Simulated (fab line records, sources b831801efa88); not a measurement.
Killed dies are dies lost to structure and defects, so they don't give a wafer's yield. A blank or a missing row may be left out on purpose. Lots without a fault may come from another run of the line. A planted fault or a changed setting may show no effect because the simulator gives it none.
fab line records | flow sky130
record lots=11 wafers=33 last_day=50
route steps=708 shown VIA2@527 CAPM@538 METAL3@557 PAD_OPEN@708
lots that met no fault: from a run of the same line without faults
start_h: hours from the record's first day to the start of the lot's first wafer shown | wait_h: hours since the lot's step before | " the same as in the row above | L1.1+2: a row that stands for several wafers | - no value, or no start given | * or withheld: withheld | < > ~ a bound
route shown NAME@n: a module of which the file shows steps, and the number in the route of the first | usual: mean/standard deviation of fault-free wafers | same: alike in all rows | chamber/n: place in a boat | sites: the reading at each site | _std_site: their standard deviation | _edge_site: outer sites' mean less inner sites' | radius_mm: how far each site lies from the wafer's centre | mask NAME#n: copy n | behind: the tool/chamber that last shaped the wafer | hold: why the lot was held/for how many hours/how that ended | device: the transistor (n, p or np) that didn't switch | end of line: the same wafers' tests at the end of the route | a step without rows: its recipe alone | killed: dies lost to structure and defects at the first sort, not the wafer's yield | map: a wafer's dies, x killed, . not, _ none there
set.NAME: the setting as run; set.NAME@STEP: as run at that earlier step | model.NAME: the simulator's own value behind a step, which no gauge read
steps of the route over a sample of lots; a table a step, a row a wafer
services: from which hour (start_h, from the record's first day; less than 0 if before it) a tool's chamber was out of use, for how many hours, and why
## steps
# step SKY_VIA2_SPUTTER_20
# recipe material=TiN target_thk_nm=20 chamber_pressure_pa=5 power_w=4000 time_s=80
# usual throttle_valve_pct=29.9/1.3
# columns lot.wafer tool chamber start_h wait_h throttle_valve_pct
L165.4 pvd_sputter-02 - 854.24 0.0 29.6
L165.5 " - " " 29.3
L165.6 " - " " 28.7
L167.3 pvd_sputter-03 - 859.36 0.0 28.3
L167.4 " - " " 28.6
L167.6 " - " " 28.0
L168.1 pvd_sputter-02 - 870.41 0.0 29.7
L168.2 " - " " 29.6
L168.3 " - " " 30.9
L171.3 pvd_sputter-04 - 885.89 0.0 30.3
L171.4 " - " " 30.7
L171.5 " - " " 29.7
L173.1 pvd_sputter-04 - 905.27 0.0 29.7
L173.3 " - " " 29.9
L173.6 " - " " 30.7
L176.1 pvd_sputter-03 - 924.93 0.0 30.8
L176.2 " - " " 28.6
L176.6 " - " " 30.4
L181.1 pvd_sputter-03 - 970.97 0.0 28.3
L181.5 " - " " 33.2
L181.6 " - " " 28.2
L183.1 pvd_sputter-03 - 983.58 0.0 28.6
L183.3 " - " " 28.3
L183.4 " - " " 30.8
L186.1 pvd_sputter-02 - 1011.78 0.0 28.9
L186.4 " - " " 29.6
L186.5 " - " " 31.0
L188.1 pvd_sputter-02 - 1012.96 0.0 29.6
L188.3 " - " " 29.3
L188.5 " - " " 29.4
L187.3 pvd_sputter-03 - 1018.53 0.0 28.3
L187.4 " - " " 28.5
L187.5 " - " " 27.9
# step SKY_CAPM_THK_MEAS_01
# recipe reads=SiO2_of_CAPM_CVD_00
# usual CAPM_CVD_00_THK=15.55/0.22
# columns lot.wafer tool chamber start_h wait_h CAPM_CVD_00_THK[nm]
L165.4 film_metro-01 - 855.27 - 15.61
L165.5 " - " " 15.58
L165.6 " - " " 15.83
L167.3 film_metro-04 - 860.23 - 15.58
L167.4 " - " " 16.01
L167.6 " - " " 15.83
L168.1 film_metro-03 - 871.26 - 15.09
L168.2 " - " " 15.37
L168.3 " - " " 15.30
L171.3 film_metro-03 - 886.76 - 15.63
L171.4 " - " " 15.80
L171.5 " - " " 15.70
L173.1 film_metro-01 - 906.12 - 15.39
L173.3 " - " " 15.66
L173.6 " - " " 15.83
L176.1 film_metro-04 - 926.02 - 15.44
L176.2 " - " " 15.26
L176.6 " - " " 15.64
L181.1 film_metro-03 - 971.82 - 15.31
L181.5 " - " " 15.65
L181.6 " - " " 15.78
L183.1 film_metro-01 - 984.43 - 15.24
L183.3 " - " " 15.33
L183.4 " - " " 15.72
L186.1 film_metro-01 - 1013.03 - 15.27
L186.4 " - " " 15.52
L186.5 " - " " 15.75
L188.1 film_metro-03 - 1013.82 - 15.68
L188.3 " - " " 16.02
L188.5 " - " " 15.95
L187.3 film_metro-01 - 1019.41 - 15.57
L187.4 " - " " 15.65
L187.5 " - " " 15.27
# step SKY_CAPM_THK_MEAS_04
# recipe thk_meas_gauge=xrf reads=TiN_of_CAPM_SPUTTER_02
# usual CAPM_TIN_THK=202.0/2
# columns lot.wafer tool chamber start_h wait_h CAPM_TIN_THK[nm]
L165.4 film_metro-03 - 855.56 0.1 199.5
L165.5 " - " " 198.4
L165.6 " - " " 202.3
L167.3 film_metro-01 - 860.52 0.1 204.9
L167.4 " - " " 205.6
L167.6 " - " " 202.7
L168.1 film_metro-04 - 871.55 0.1 199.6
L168.2 " - " " 200.6
L168.3 " - " " 198.6
L171.3 film_metro-01 - 887.05 0.1 204.1
L171.4 " - " " 204.4
L171.5 " - " " 203.8
L173.1 film_metro-04 - 906.41 0.1 202.0
L173.3 " - " " 202.1
L173.6 " - " " 201.4
L176.1 film_metro-01 - 926.31 0.1 202.8
L176.2 " - " " 203.1
L176.6 " - " " 204.8
L181.1 film_metro-04 - 972.11 0.1 201.4
L181.5 " - " " 202.7
L181.6 " - " " 202.0
L183.1 film_metro-01 - 984.72 0.1 202.5
L183.3 " - " " 202.5
L183.4 " - " " 202.2
L186.1 film_metro-03 - 1013.32 0.1 203.4
L186.4 " - " " 204.3
L186.5 " - " " 202.2
L188.1 film_metro-01 - 1014.14 0.1 199.2
L188.3 " - " " 200.3
L188.5 " - " " 201.9
L187.3 film_metro-03 - 1019.70 0.1 203.9
L187.4 " - " " 204.2
L187.5 " - " " 203.8
# step SKY_METAL3_COAT_07
# recipe resist=BARC temp_c=withheld time_s=withheld spin_rpm=3000 resist_thk_nm=60
# usual spin_speed_rpm=2999.8/1.8
# columns lot.wafer tool chamber start_h wait_h spin_speed_rpm
L165.4 litho_track-04 0 893.90 0.1 3000.0
L165.5 " 0 " " 2998.9
L165.6 " 0 " " 2999.4
L167.3 litho_track-01 0 900.45 0.1 3001.4
L167.4 " 0 " " 2999.1
L167.6 " 0 " " 3000.8
L168.1 litho_track-03 0 908.99 0.1 2998.6
L168.2 " 0 " " 2998.0
L168.3 " 0 " " 2998.1
L171.3 litho_track-03 0 925.79 0.1 3000.9
L171.4 " 0 " " 3000.2
L171.5 " 0 " " 2998.6
L173.1 litho_track-01 0 942.20 0.1 2445.6
L173.3 " 0 " " 2444.2
L173.6 " 0 " " 2444.4
L176.1 litho_track-01 0 961.25 0.1 2441.5
L176.2 " 0 " " 2439.0
L176.6 " 0 " " 2445.1
L181.1 litho_track-03 0 1008.54 0.1 3000.3
L181.5 " 0 " " 3000.1
L181.6 " 0 " " 2998.7
L183.1 litho_track-04 0 1019.13 0.1 3001.3
L183.3 " 0 " " 2999.7
L183.4 " 0 " " 2999.5
L186.1 litho_track-01 0 1047.60 0.1 2998.9
L186.4 " 0 " " 3000.7
L186.5 " 0 " " 2998.7
L188.1 litho_track-03 0 1048.99 0.1 2999.2
L188.3 " 0 " " 2998.6
L188.5 " 0 " " 2998.3
L187.3 litho_track-03 0 1053.74 0.1 2999.7
L187.4 " 0 " " 2999.7
L187.5 " 0 " " 2999.9
# step SKY_METAL3_ETCH_16
# recipe chemistry=N2/H2 target=BARC ion_energy_ev=200 bias_w=100 pressure_mtorr=30 n2_flow_sccm=100 h2_flow_sccm=200 icp_w=500 stop_on=SiO2 time_s=88.2 target_depth_a=600
# usual drypump_motor_current_A=5.9/0.34 he_backside_leak_sccm=3.34/0.28 n2_flow_sccm=100.07/0.29 oes_product_au=0.625/0.0045 throttle_valve_pct=13.204/0.0091
# columns lot.wafer tool chamber start_h wait_h drypump_motor_current_A he_backside_leak_sccm n2_flow_sccm oes_product_au rf_hours_counter_h throttle_valve_pct
L165.4 rie_metal-03 0 907.31 0.0 5.4 3.23 99.94 0.628 - 13.213
L165.5 " 1 " " 6.3 3.61 100.47 0.626 - 13.206
L165.6 " 0 " " 5.5 3.23 100.21 0.629 - 13.208
L167.3 rie_metal-04 1 912.80 0.0 6.0 3.14 100.09 0.618 - 13.207
L167.4 " 0 " " 6.3 3.10 100.04 0.631 - 13.186
L167.6 " 1 " " 6.0 2.96 99.92 0.623 - 13.209
L168.1 rie_metal-02 1 921.46 0.0 6.0 3.42 99.87 0.625 4 13.219
L168.2 " 0 " " 5.6 3.08 100.09 0.623 9 13.209
L168.3 " 1 " " 6.0 3.34 100.25 0.623 - 13.195
L171.3 rie_metal-03 1 936.81 0.0 6.4 3.70 100.31 0.633 - 13.214
L171.4 " 0 " " 5.5 3.22 99.93 0.629 - 13.224
L171.5 " 1 " " 6.4 3.24 100.45 0.618 - 13.202
L173.1 rie_metal-02 0 956.32 0.0 5.6 3.21 99.70 0.648 11 13.202
L173.3 " 1 " " 6.0 3.61 100.38 0.659 - 13.201
L173.6 " 1 " " 6.0 3.47 100.29 0.651 - 13.215
L176.1 rie_metal-03 0 974.37 0.0 5.5 3.19 99.83 0.657 20 13.193
L176.2 " 1 " " 6.4 3.63 99.92 0.654 15 13.210
L176.6 " 0 " " 5.5 3.02 99.94 0.645 - 13.219
L181.1 rie_metal-02 0 1018.97 0.0 5.6 3.30 100.27 0.621 14 13.198
L181.5 " 0 " " 5.6 5.29 100.54 0.624 - 13.200
L181.6 " 1 " " 6.0 3.73 100.28 0.625 - 13.204
L183.1 rie_metal-02 1 1031.91 0.0 6.0 3.61 99.57 0.630 9 13.213
L183.3 " 1 " " 6.0 3.50 99.20 0.626 - 13.186
L183.4 " 0 " " 5.6 3.34 100.01 0.622 - 13.214
L186.1 rie_metal-03 1 1058.83 0.0 6.4 3.80 99.83 0.620 20 13.204
L186.4 " 1 " " 6.4 3.41 100.13 0.633 - 13.212
L186.5 " 1 " " 6.4 3.42 99.89 0.629 - 13.209
L188.1 rie_metal-02 0 1059.87 0.0 5.6 3.18 100.09 0.628 16 13.206
L188.3 " 0 " " 5.6 3.11 100.09 0.626 - 13.205
L188.5 " 1 " " 6.0 3.34 100.35 0.629 - 13.208
L187.3 rie_metal-04 0 1063.87 0.0 6.3 3.16 100.78 0.628 - 13.202
L187.4 " 1 " " 6.0 3.04 100.00 0.628 - 13.206
L187.5 " 1 " " 6.0 3.07 100.43 0.627 - 13.208
# step SKY_PAD_OPEN_PROBE_99
# usual defect_limited_yield=82.5/1.8 killed_at_M0_to_M3=43/5.9 killed_at_M4_up=3.3/1.9 killed_at_contacts=24/5.6 killed_at_front_end=15/4.1 killed_at_other=0.4/0.66 killed_dies=86/9 killed_open=47/6.9 killed_short=39/6.2 sort_bin_3_pad_short=0.9/0.45 sort_bin_5_function=10.3/1.4 sort_bin_6_memory=6.3/1.2 sort_n_pass=406/9 sort_yield_pct=82.5/1.8
# same gross_dies=492 killed_at_back_side=0 sort_bin_4_leakage[%]=0 sort_bin_8_speed[%]=0
# columns lot.wafer tool chamber start_h wait_h defect_limited_yield[%] killed_at_M0_to_M3 killed_at_M4_up killed_at_contacts killed_at_front_end killed_at_other killed_dies killed_open killed_short sort_bin_3_pad_short[%] sort_bin_5_function[%] sort_bin_6_memory[%] sort_n_pass sort_yield_pct[%]
L167.3 prober-01 - 1087.10 0.2 79.3 49 2 30 20 1 102 58 43 1.2 11.2 8.3 390 79.3
L167.4 prober-01 - 1087.15 0.2 86.8 42 0 17 6 0 65 33 32 0.4 6.7 6.1 427 86.8
L167.6 prober-01 - 1087.25 0.2 79.1 53 4 28 18 0 103 58 42 1.2 11.0 8.7 389 79.1
L173.1 prober-01 - 1120.28 0.1 80.7 49 5 21 19 1 95 40 54 2.0 12.8 4.5 397 80.7
L173.3 prober-01 - 1120.38 0.2 78.7 56 1 31 17 0 105 55 50 1.6 13.2 6.5 387 78.7
L173.6 prober-01 - 1120.53 0.2 81.1 47 3 22 21 0 93 48 45 0.8 8.5 9.6 399 81.1
L176.1 prober-01 - 1132.15 0.1 82.9 41 3 21 19 0 84 54 30 0.6 10.6 5.9 408 82.9
L176.2 prober-01 - 1132.20 0.1 83.5 47 3 16 13 2 81 46 35 0.8 11.0 4.7 411 83.5
L176.6 prober-01 - 1132.40 0.2 80.3 46 5 33 13 0 97 55 42 1.2 9.8 8.7 395 80.3
L188.1 prober-01 - 1200.35 0.1 83.3 46 1 26 9 0 82 47 35 0.2 11.6 4.9 410 83.3
L188.3 prober-01 - 1200.45 0.2 83.7 37 6 22 15 0 80 47 33 0.6 10.4 5.3 412 83.7
L188.5 prober-01 - 1200.55 0.2 83.7 35 3 21 20 1 80 40 40 0.8 7.3 8.1 412 83.7
L187.3 prober-01 - 1203.07 0.2 83.9 40 5 21 13 0 79 48 30 1.8 10.0 4.3 413 83.9
L187.4 prober-01 - 1203.12 0.2 83.3 41 7 16 18 0 82 50 30 1.2 10.2 5.3 410 83.3
L187.5 prober-01 - 1203.17 0.2 84.1 45 3 18 12 0 78 43 35 0.4 9.1 6.3 414 84.1
# killed by level:class
L167.3 VIA1:geometric_particle:open=15 CONTACT:geometric_particle:open=13 VIA3:geometric_particle:open=10 FIELD_ISO:geometric_particle:short=9 LOCAL_INTERCONNECT:geometric_particle:short=8 VIA2:geometric_particle:open=8 CONTACT:geometric_particle:short=5 METAL2:geometric_particle:short=5
L167.4 VIA1:geometric_particle:short=9 CONTACT:geometric_particle:open=8 VIA1:geometric_particle:open=8 VIA3:geometric_particle:open=7 VIA2:geometric_particle:short=5 LOCAL_INTERCONNECT:geometric_particle:short=3 CONTACT:geometric_particle:short=3 METAL1:geometric_particle:open=3
L167.6 LI_CONTACT:geometric_particle:open=13 METAL2:geometric_particle:short=11 VIA1:geometric_particle:open=11 VIA3:geometric_particle:open=9 CONTACT:geometric_particle:open=7 LOCAL_INTERCONNECT:geometric_particle:short=4 METAL1:geometric_particle:short=4 VIA1:geometric_particle:short=4
L173.1 METAL1:geometric_particle:short=10 METAL2:geometric_particle:short=8 VIA1:geometric_particle:open=8 CONTACT:geometric_particle:open=7 FIELD_ISO:geometric_particle:short=7 CONTACT:geometric_particle:short=6 FIELD_ISO:geometric_particle:open=4 VIA3:geometric_particle:open=4
L173.3 CONTACT:geometric_particle:open=11 VIA1:geometric_particle:open=10 LI_CONTACT:geometric_particle:open=8 FIELD_ISO:geometric_particle:short=6 LOCAL_INTERCONNECT:geometric_particle:short=6 VIA3:geometric_particle:open=6 VIA3:geometric_particle:short=6 VIA2:geometric_particle:open=5
L173.6 LI_CONTACT:geometric_particle:open=8 METAL1:geometric_particle:short=8 VIA1:geometric_particle:open=8 FIELD_ISO:geometric_particle:short=7 FIELD_ISO:geometric_particle:open=5 VIA2:geometric_particle:open=5 METAL1:geometric_particle:open=4 CONTACT:geometric_particle:short=4
L176.1 VIA1:geometric_particle:open=11 LI_CONTACT:geometric_particle:open=10 VIA2:geometric_particle:open=9 FIELD_ISO:geometric_particle:short=6 CONTACT:geometric_particle:open=6 POLY_GATE:geometric_particle:short=5 VIA3:geometric_particle:open=5 METAL1:geometric_particle:short=4
L176.2 VIA1:geometric_particle:open=14 VIA2:geometric_particle:open=9 LI_CONTACT:geometric_particle:open=5 LOCAL_INTERCONNECT:geometric_particle:short=5 VIA1:geometric_particle:short=5 METAL1:geometric_particle:short=4 VIA3:geometric_particle:open=4 FIELD_ISO:geometric_particle:short=3
L176.6 VIA1:geometric_particle:open=14 CONTACT:geometric_particle:open=12 CONTACT:geometric_particle:short=9 LI_CONTACT:geometric_particle:open=8 VIA3:geometric_particle:open=7 METAL2:geometric_particle:short=6 FIELD_ISO:geometric_particle:short=5 METAL1:geometric_particle:short=5
L188.1 CONTACT:geometric_particle:open=9 LI_CONTACT:geometric_particle:open=8 VIA1:geometric_particle:open=8 VIA2:geometric_particle:open=8 METAL3:geometric_particle:short=6 VIA3:geometric_particle:open=6 METAL2:geometric_particle:short=5 METAL1:geometric_particle:short=5
L188.3 VIA1:geometric_particle:open=13 LI_CONTACT:geometric_particle:open=7 FIELD_ISO:geometric_particle:open=5 VIA2:geometric_particle:open=5 CONTACT:geometric_particle:short=4 CONTACT:geometric_particle:open=4 VIA1:geometric_particle:short=4 VIA3:geometric_particle:open=4
L188.5 CONTACT:geometric_particle:open=7 VIA1:geometric_particle:open=6 FIELD_ISO:geometric_particle:short=5 FIELD_ISO:geometric_particle:open=5 LI_CONTACT:geometric_particle:short=5 METAL2:geometric_particle:short=5 VIA3:geometric_particle:open=5 POLY_GATE:geometric_particle:short=4
L187.3 CONTACT:geometric_particle:open=11 VIA1:geometric_particle:open=10 LI_CONTACT:geometric_particle:open=6 VIA2:geometric_particle:open=6 VIA2:geometric_particle:short=6 FIELD_ISO:geometric_particle:open=4 VIA3:geometric_particle:open=4 FIELD_ISO:geometric_particle:short=3
L187.4 VIA1:geometric_particle:open=11 VIA3:geometric_particle:open=8 CONTACT:geometric_particle:open=6 FIELD_ISO:geometric_particle:open=5 LI_CONTACT:geometric_particle:open=5 VIA2:geometric_particle:open=5 FIELD_ISO:geometric_particle:short=4 POLY_GATE:geometric_particle:open=4
L187.5 VIA1:geometric_particle:open=11 CONTACT:geometric_particle:open=7 VIA1:geometric_particle:short=7 VIA2:geometric_particle:open=7 METAL2:geometric_particle:short=6 FIELD_ISO:geometric_particle:open=4 METAL1:geometric_particle:short=3 LI_CONTACT:geometric_particle:open=3
## services
# columns tool chamber start_h hours kind
rie_metal-03 1 847.57 4.1 repair
rie_metal-04 1 849.93 - clean
pvd_sputter-03 - 855.91 0.9 repair
pvd_sputter-04 - 889.97 1.9 repair
rie_metal-03 0 891.24 5.5 repair
rie_metal-02 - 899.17 2.8 pm
pvd_sputter-02 - 899.78 9.3 repair
rie_metal-04 - 944.86 15.6 pm
pvd_sputter-04 - 950.55 2.1 repair
pvd_sputter-02 0 958.13 - consumable_replace:kit
pvd_sputter-02 0 958.13 18.0 scheduled_down
pvd_sputter-02 0 958.13 18.0 vent_cycle
pvd_sputter-03 - 994.27 2.5 repair
rie_metal-03 0 1009.62 - clean
rie_metal-03 0 1009.62 15.5 scheduled_down
rie_metal-03 0 1009.62 15.5 vent_cycle
pvd_sputter-03 3 1010.57 - consumable_replace:kit
pvd_sputter-03 3 1010.57 18.0 scheduled_down
pvd_sputter-03 3 1010.57 18.0 vent_cycle
pvd_sputter-02 - 1037.95 4.3 repair
rie_metal-03 - 1044.60 2.8 pm
pvd_sputter-02 - 1047.86 3.3 repair
rie_metal-04 - 1060.83 1.4 pm
litho_track-01 - 1060.89 - consumable_replace:filter
## key
first_sign step=SKY_METAL3_COAT_07 reading=spin_speed_rpm direction=down sigmas=99+ usual=2999.8 struck=2443.3
effect step=SKY_METAL3_ETCH_16 reading=oes_product_au direction=up sigmas=5.9 usual=0.625 struck=0.652
met_at SKY_METAL3_COAT_07
struck_lots L173,L176
not_acting_at SKY_VIA2_SPUTTER_20,SKY_CAPM_THK_MEAS_01,SKY_CAPM_THK_MEAS_04
onset_between 900.45 942.20
fault kind=process_parameter_drift tool=litho_track-01 chamber=- onset_h=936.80 steps=SKY_METAL3_COAT_07 channel=spin_rpm offset=-555.18 shape=step end_h=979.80 acts_in=these_recipes_only stated=3000
